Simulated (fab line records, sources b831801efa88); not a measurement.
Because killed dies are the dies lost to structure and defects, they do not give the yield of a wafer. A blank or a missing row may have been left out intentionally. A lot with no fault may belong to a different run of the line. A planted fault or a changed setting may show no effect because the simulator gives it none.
Matching of chambers + flow sfq-line + SFQ_TRILAYER_I4_DEP_PECVD_099 on pecvd-02 has 3 sister chambers
The step deposits SiO2 from SiH4/N2O, time 111.11 s, target thk 500 nm. 3 wafers are shown with their chamber, then 7 later ones without.

## EACH WAFER AND ITS CHAMBER
| wafer  | chamber | heater-power-w (W) |
|--------|---------|--------------------|
| L776.6 | 1       | 78                 |
| L779.1 | 2       | 87                 |
| L779.2 | 0       | 111                |

## WAFERS MISSING THEIR CHAMBER
| wafer  | heater-power-w (W) |
|--------|--------------------|
| L779.3 | 78                 |
| L780.1 | 108                |
| L780.5 | 85                 |
| L780.6 | 112                |
| L784.2 | 83                 |
| L784.3 | 89                 |
| L784.4 | 90                 |

## CHAMBER TAKEN BY EACH
| wafer  | from the rows above     | in truth                   |
|--------|-------------------------|----------------------------|
| L779.3 | 1                       | 1                          |
| L780.1 | 0                       | 0                          |
| L780.5 | 2                       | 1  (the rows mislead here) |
| L780.6 | 0                       | 0                          |
| L784.2 | can't be placed: 2 or 1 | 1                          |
| L784.3 | 2                       | 2                          |
| L784.4 | 2                       | 2                          |
5 of 7 placed correctly. Unplaceable from these rows: 1, with the true chamber sitting among the candidates in 1. Wrongly placed: 1.
How it was worked out, from the rows above alone: a wafer's distance from a chamber is the root of the sum, over the readings, of the square of ((its reading less the chamber's mean) divided by the reading's scatter). The wafer belongs to the nearest chamber; if the next one is less than 2 further off, it can't be placed. Each chamber's mean is taken over the wafers shown for it. The scatter: root of mean squared gap, hidden wafer to nearest shown wafer, with one shown wafer a chamber.
